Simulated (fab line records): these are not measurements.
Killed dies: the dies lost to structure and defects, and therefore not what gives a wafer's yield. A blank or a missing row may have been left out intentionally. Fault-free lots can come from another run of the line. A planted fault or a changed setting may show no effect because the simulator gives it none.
Which of the tools did it? || flow gf180mcu || 11 lots with 33 wafers sampled at 6 steps, on a route of 602 steps

## WHAT THE GAUGES READ, wafer by wafer
GF_STI_THK_MEAS_04.
{"lot": "L453", "measured": "day 1 16:04", "on": "film metro-04", "STI_CVD_03_THK (nm)": "206.2 205.6 205.9"}
{"lot": "L455", "measured": "day 2 00:01", "on": "film metro-01", "STI_CVD_03_THK (nm)": "207.3 207.6 209.0"}
{"lot": "L456", "measured": "day 2 05:01", "on": "film metro-04", "STI_CVD_03_THK (nm)": "205.7 205.6 206.9"}
{"lot": "L458", "measured": "day 2 15:13", "on": "film metro-03", "STI_CVD_03_THK (nm)": "204.4 203.6 204.2"}
{"lot": "L459", "measured": "day 2 19:39", "on": "film metro-04", "STI_CVD_03_THK (nm)": "207.0 204.8 208.3"}
{"lot": "L461", "measured": "day 3 06:16", "on": "film metro-01", "STI_CVD_03_THK (nm)": "206.5 204.3 206.4"}
{"lot": "L462", "measured": "day 3 10:58", "on": "film metro-03", "STI_CVD_03_THK (nm)": "203.7 204.9 205.2"}
{"lot": "L466", "measured": "day 4 07:22", "on": "film metro-04", "STI_CVD_03_THK (nm)": "206.9 207.1 207.0"}
{"lot": "L469", "measured": "day 4 21:34", "on": "film metro-01", "STI_CVD_03_THK (nm)": "197.3 198.8 197.8 197.3 198.7 197.5"}
{"lot": "L470", "measured": "day 5 02:34", "on": "film metro-04", "STI_CVD_03_THK (nm)": "198.6 198.3 197.8 198.8 198.1 197.5"}
{"lot": "L472", "measured": "day 5 12:34", "on": "film metro-04", "STI_CVD_03_THK (nm)": "203.9 202.8 204.6"}

GF_HV_LDD_THK_MEAS_55.
{"lot": "L453", "measured": "day 12 18:02", "on": "film metro-02", "HV_LDD_CVD_54_THK (nm)": "10.13 10.01 10.07"}
{"lot": "L455", "measured": "day 13 05:13", "on": "film metro-02", "HV_LDD_CVD_54_THK (nm)": "10.06 10.04 10.10"}
{"lot": "L456", "measured": "day 13 13:40", "on": "film metro-01", "HV_LDD_CVD_54_THK (nm)": "10.14 10.06 9.95"}
{"lot": "L458", "measured": "day 14 02:37", "on": "film metro-04", "HV_LDD_CVD_54_THK (nm)": "10.05 10.08 9.99"}
{"lot": "L459", "measured": "day 14 10:46", "on": "film metro-01", "HV_LDD_CVD_54_THK (nm)": "10.14 10.20 10.14"}
{"lot": "L461", "measured": "day 15 00:13", "on": "film metro-01", "HV_LDD_CVD_54_THK (nm)": "10.38 10.42 10.41"}
{"lot": "L462", "measured": "day 15 05:16", "on": "film metro-02", "HV_LDD_CVD_54_THK (nm)": "10.01 10.01 10.02"}
{"lot": "L466", "measured": "day 16 22:11", "on": "film metro-01", "HV_LDD_CVD_54_THK (nm)": "9.99 9.95 10.10"}
{"lot": "L469", "measured": "day 17 21:12", "on": "film metro-01", "HV_LDD_CVD_54_THK (nm)": "10.06 10.02 10.11"}
{"lot": "L470", "measured": "day 18 10:52", "on": "film metro-02", "HV_LDD_CVD_54_THK (nm)": "10.00 9.92 9.94"}
{"lot": "L472", "measured": "day 19 00:53", "on": "film metro-01", "HV_LDD_CVD_54_THK (nm)": "9.98 9.85 9.88"}

## WHAT TOOL EACH LOT RAN ON (gives the tool, then ch and the chambers of the sampled wafers, and finally the start)
{"lot": "L453", "GF_STI_CVD_03": "lpcvd-01 ch 0, day 1 13:05", "GF_STI_ETCH_13": "rie diel-03 ch 0,1,2, day 2 03:23", "GF_MVPSD_STRIP_10": "plasma asher-03 ch 0,1, day 5 04:27", "GF_DUAL_GATE_STRIP_13": "plasma asher-02 ch 0,1, day 8 12:35"}
{"lot": "L455", "GF_STI_CVD_03": "lpcvd-02 ch 1, day 1 22:01", "GF_STI_ETCH_13": "rie diel-02 ch 1,2, day 2 12:08", "GF_MVPSD_STRIP_10": "plasma asher-01 ch 0,1, day 5 13:45", "GF_DUAL_GATE_STRIP_13": "plasma asher-01 ch 0,1, day 8 23:05"}
{"lot": "L456", "GF_STI_CVD_03": "lpcvd-01 ch 0, day 2 03:02", "GF_STI_ETCH_13": "rie diel-02 ch 2,3, day 2 16:41", "GF_MVPSD_STRIP_10": "plasma asher-01 ch 0,1, day 5 18:24", "GF_DUAL_GATE_STRIP_13": "plasma asher-01 ch 0,1, day 9 05:38"}
{"lot": "L458", "GF_STI_CVD_03": "lpcvd-01 ch 1, day 2 13:13", "GF_STI_ETCH_13": "rie diel-04 ch 0,1,2, day 3 03:56", "GF_MVPSD_STRIP_10": "plasma asher-01 ch 0,1, day 6 06:52", "GF_DUAL_GATE_STRIP_13": "plasma asher-02 ch 0,1, day 9 18:01"}
{"lot": "L459", "GF_STI_CVD_03": "lpcvd-01 ch 1, day 2 17:38", "GF_STI_ETCH_13": "rie diel-03 ch 1,3, day 3 08:02", "GF_MVPSD_STRIP_10": "plasma asher-04 ch 0,1, day 6 10:11", "GF_DUAL_GATE_STRIP_13": "plasma asher-01 ch 0,1, day 9 23:59"}
{"lot": "L461", "GF_STI_CVD_03": "lpcvd-02 ch 1, day 3 04:15", "GF_STI_ETCH_13": "rie diel-04 ch 1,2, day 3 18:29", "GF_MVPSD_STRIP_10": "plasma asher-01 ch 0,1, day 6 23:22", "GF_DUAL_GATE_STRIP_13": "plasma asher-02 ch 0,1, day 10 13:29"}
{"lot": "L462", "GF_STI_CVD_03": "lpcvd-02 ch 0, day 3 08:58", "GF_STI_ETCH_13": "rie diel-02 ch 0,2, day 3 23:41", "GF_MVPSD_STRIP_10": "plasma asher-04 ch 1, day 7 04:00", "GF_DUAL_GATE_STRIP_13": "plasma asher-01 ch 0,1, day 10 18:52"}
{"lot": "L466", "GF_STI_CVD_03": "lpcvd-01 ch 1, day 4 05:22", "GF_STI_ETCH_13": "rie diel-02 ch 0,1,2, day 4 20:51", "GF_MVPSD_STRIP_10": "plasma asher-03 ch 0,1, day 8 07:03", "GF_DUAL_GATE_STRIP_13": "plasma asher-03 ch 0,1, day 12 03:31"}
{"lot": "L469", "GF_STI_CVD_03": "lpcvd-01 ch 1, day 4 19:34", "GF_STI_ETCH_13": "rie diel-02 ch 0,1,3, day 5 11:35", "GF_MVPSD_STRIP_10": "plasma asher-01 ch 0,1, day 9 00:53", "GF_DUAL_GATE_STRIP_13": "plasma asher-01 ch 0,1, day 13 00:26"}
{"lot": "L470", "GF_STI_CVD_03": "lpcvd-01 ch 1, day 5 00:34", "GF_STI_ETCH_13": "rie diel-03 ch 1,2,3, day 5 17:09", "GF_MVPSD_STRIP_10": "plasma asher-01 ch 0,1, day 9 07:09", "GF_DUAL_GATE_STRIP_13": "plasma asher-03 ch 0,1, day 13 07:40"}
{"lot": "L472", "GF_STI_CVD_03": "lpcvd-02 ch 1, day 5 10:34", "GF_STI_ETCH_13": "rie diel-02 ch 0,1,2, day 6 03:23", "GF_MVPSD_STRIP_10": "plasma asher-01 ch 0,1, day 9 20:14", "GF_DUAL_GATE_STRIP_13": "plasma asher-01 ch 0,1, day 14 00:11"}
- GF_STI_CVD_03: deposits Si3N4 from DCS/NH3, target thk 207.16 nm, time 3551 s.
- GF_STI_ETCH_13: etches the open film in CHF3/O2, stops on Si, target depth 282.31 nm, time 112.9 s.
- GF_MVPSD_STRIP_10: strips in O2/N2.
- GF_DUAL_GATE_STRIP_13: strips in O2/N2.

## AS READ BY THE TOOLS THEMSELVES (means over the sampled wafers that have a number; for cases with no such wafer, the mark the record gives instead)
GF_STI_ETCH_13.
{"lot": "L453", "tool": "rie diel-03", "drypump motor current A (A)": 5.8, "oes product au (a.u.)": 0.829, "throttle valve pct (%)": 8.804}
{"lot": "L455", "tool": "rie diel-02", "drypump motor current A (A)": 6.4, "oes product au (a.u.)": 0.833, "throttle valve pct (%)": 8.808}
{"lot": "L456", "tool": "rie diel-02", "drypump motor current A (A)": 6.5, "oes product au (a.u.)": 0.831, "throttle valve pct (%)": 8.800}
{"lot": "L458", "tool": "rie diel-04", "drypump motor current A (A)": 5.5, "oes product au (a.u.)": 0.824, "throttle valve pct (%)": 8.806}
{"lot": "L459", "tool": "rie diel-03", "drypump motor current A (A)": 5.9, "oes product au (a.u.)": 0.835, "throttle valve pct (%)": 8.805}
{"lot": "L461", "tool": "rie diel-04", "drypump motor current A (A)": 5.5, "oes product au (a.u.)": 0.827, "throttle valve pct (%)": 8.809}
{"lot": "L462", "tool": "rie diel-02", "drypump motor current A (A)": 6.4, "oes product au (a.u.)": 0.825, "throttle valve pct (%)": 8.808}
{"lot": "L466", "tool": "rie diel-02", "drypump motor current A (A)": 6.3, "oes product au (a.u.)": 0.832, "throttle valve pct (%)": 8.809}
{"lot": "L469", "tool": "rie diel-02", "drypump motor current A (A)": 6.1, "oes product au (a.u.)": 0.816, "throttle valve pct (%)": 8.809}
{"lot": "L470", "tool": "rie diel-03", "drypump motor current A (A)": 5.7, "oes product au (a.u.)": 0.813, "throttle valve pct (%)": 8.806}
{"lot": "L472", "tool": "rie diel-02", "drypump motor current A (A)": 6.3, "oes product au (a.u.)": 0.828, "throttle valve pct (%)": 8.805}

GF_MVPSD_STRIP_10.
{"lot": "L453", "tool": "plasma asher-03", "drypump motor current A (A)": 5.6, "heater power w (W)": 343, "o2 flow sccm (sccm)": 3001, "oes product au (a.u.)": 0.722, "strip time to endpoint s (s)": 36.84}
{"lot": "L455", "tool": "plasma asher-01", "drypump motor current A (A)": 6.1, "heater power w (W)": 292, "o2 flow sccm (sccm)": 2989, "oes product au (a.u.)": 0.723, "strip time to endpoint s (s)": 37.09}
{"lot": "L456", "tool": "plasma asher-01", "drypump motor current A (A)": 6.1, "heater power w (W)": 293, "o2 flow sccm (sccm)": 2995, "oes product au (a.u.)": 0.723, "strip time to endpoint s (s)": 36.82}
{"lot": "L458", "tool": "plasma asher-01", "drypump motor current A (A)": 6.0, "heater power w (W)": 290, "o2 flow sccm (sccm)": 2999, "oes product au (a.u.)": 0.725, "strip time to endpoint s (s)": 36.88}
{"lot": "L459", "tool": "plasma asher-04", "drypump motor current A (A)": 5.5, "heater power w (W)": 322, "o2 flow sccm (sccm)": 2998, "oes product au (a.u.)": 0.723, "strip time to endpoint s (s)": 36.76}
{"lot": "L461", "tool": "plasma asher-01", "drypump motor current A (A)": 6.1, "heater power w (W)": 294, "o2 flow sccm (sccm)": 3002, "oes product au (a.u.)": 0.725, "strip time to endpoint s (s)": 37.15}
{"lot": "L462", "tool": "plasma asher-04", "drypump motor current A (A)": 5.6, "heater power w (W)": 334, "o2 flow sccm (sccm)": 2989, "oes product au (a.u.)": 0.720, "strip time to endpoint s (s)": 36.91}
{"lot": "L466", "tool": "plasma asher-03", "drypump motor current A (A)": 5.2, "heater power w (W)": 342, "o2 flow sccm (sccm)": 2993, "oes product au (a.u.)": 0.726, "strip time to endpoint s (s)": 37.23}
{"lot": "L469", "tool": "plasma asher-01", "drypump motor current A (A)": 5.9, "heater power w (W)": 299, "o2 flow sccm (sccm)": 3001, "oes product au (a.u.)": 0.722, "strip time to endpoint s (s)": 36.96}
{"lot": "L470", "tool": "plasma asher-01", "drypump motor current A (A)": 6.1, "heater power w (W)": 291, "o2 flow sccm (sccm)": 2993, "oes product au (a.u.)": 0.724, "strip time to endpoint s (s)": 36.89}
{"lot": "L472", "tool": "plasma asher-01", "drypump motor current A (A)": 5.9, "heater power w (W)": 299, "o2 flow sccm (sccm)": 3003, "oes product au (a.u.)": 0.717, "strip time to endpoint s (s)": 36.93}

GF_DUAL_GATE_STRIP_13.
{"lot": "L453", "tool": "plasma asher-02", "drypump motor current A (A)": 5.8, "heater power w (W)": 309, "o2 flow sccm (sccm)": 3009, "oes product au (a.u.)": 0.717, "strip time to endpoint s (s)": 12.66}
{"lot": "L455", "tool": "plasma asher-01", "drypump motor current A (A)": 6.0, "heater power w (W)": 290, "o2 flow sccm (sccm)": 2998, "oes product au (a.u.)": 0.717, "strip time to endpoint s (s)": 12.68}
{"lot": "L456", "tool": "plasma asher-01", "drypump motor current A (A)": 6.1, "heater power w (W)": 287, "o2 flow sccm (sccm)": 2997, "oes product au (a.u.)": 0.717, "strip time to endpoint s (s)": 12.68}
{"lot": "L458", "tool": "plasma asher-02", "drypump motor current A (A)": 6.2, "heater power w (W)": 299, "o2 flow sccm (sccm)": 2993, "oes product au (a.u.)": 0.715, "strip time to endpoint s (s)": 12.67}
{"lot": "L459", "tool": "plasma asher-01", "drypump motor current A (A)": 5.9, "heater power w (W)": 299, "o2 flow sccm (sccm)": 3002, "oes product au (a.u.)": 0.716, "strip time to endpoint s (s)": 12.61}
{"lot": "L461", "tool": "plasma asher-02", "drypump motor current A (A)": 5.8, "heater power w (W)": 310, "o2 flow sccm (sccm)": 3009, "oes product au (a.u.)": 0.715, "strip time to endpoint s (s)": 12.64}
{"lot": "L462", "tool": "plasma asher-01", "drypump motor current A (A)": 6.0, "heater power w (W)": 292, "o2 flow sccm (sccm)": 2996, "oes product au (a.u.)": 0.717, "strip time to endpoint s (s)": 12.65}
{"lot": "L466", "tool": "plasma asher-03", "drypump motor current A (A)": 5.3, "heater power w (W)": 339, "o2 flow sccm (sccm)": 3006, "oes product au (a.u.)": 0.714, "strip time to endpoint s (s)": 12.63}
{"lot": "L469", "tool": "plasma asher-01", "drypump motor current A (A)": 6.0, "heater power w (W)": 291, "o2 flow sccm (sccm)": 3002, "oes product au (a.u.)": 0.715, "strip time to endpoint s (s)": 12.66}
{"lot": "L470", "tool": "plasma asher-03", "drypump motor current A (A)": 5.2, "heater power w (W)": 335, "o2 flow sccm (sccm)": 2994, "oes product au (a.u.)": 0.715, "strip time to endpoint s (s)": 12.68}
{"lot": "L472", "tool": "plasma asher-01", "drypump motor current A (A)": 6.1, "heater power w (W)": 291, "o2 flow sccm (sccm)": 3002, "oes product au (a.u.)": 0.713, "strip time to endpoint s (s)": 12.68}

## THE ANSWER, worked out from the rows above alone
Rule: the usual values come from the lots themselves. The widest of any qualifying gaps counts: lots, ordered by their means at a reading, are off when they make up no more than a third of the lots, leave a main group of 4 or more, and stand apart from it by 3 or more times the standard deviation of that group's means. If all means in a main group match to the digits the tables above print for the reading, that group is not used. Also off: a lot with no number at a reading for which 4 or more lots have one. All remaining lots with rows at the step are treated as sound. Order of review: gauges by route order, followed by the tools' own readings, for which a lot's mean as printed above is used. The first step at which some lot is off is used, and at that step the reading that is off furthest; a lot without a number counts as furthest.
Off: L469, L470, seen at GF_STI_THK_MEAS_04 (STI_CVD_03_THK). The main group has a mean of 205.8 nm with a standard deviation of 1.3.
A tool fits if, at a process step before that reading, it ran every lot that is off, and no sound lot after the first of them. Gauges at GF_STI_THK_MEAS_04: tried the same way as those tools. One fits: lpcvd-01 at GF_STI_CVD_03. A fault onset in the window from L466 (day 4 05:22, its last sound lot) to L469 (day 4 19:34, its first lot off) fits.

## WHAT HAD BEEN PUT IN BY THE SIMULATOR
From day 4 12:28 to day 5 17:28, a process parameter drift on lpcvd-01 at GF_STI_CVD_03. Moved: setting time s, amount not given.
Shown lots that were struck: L469, L470. The rule above found the same.
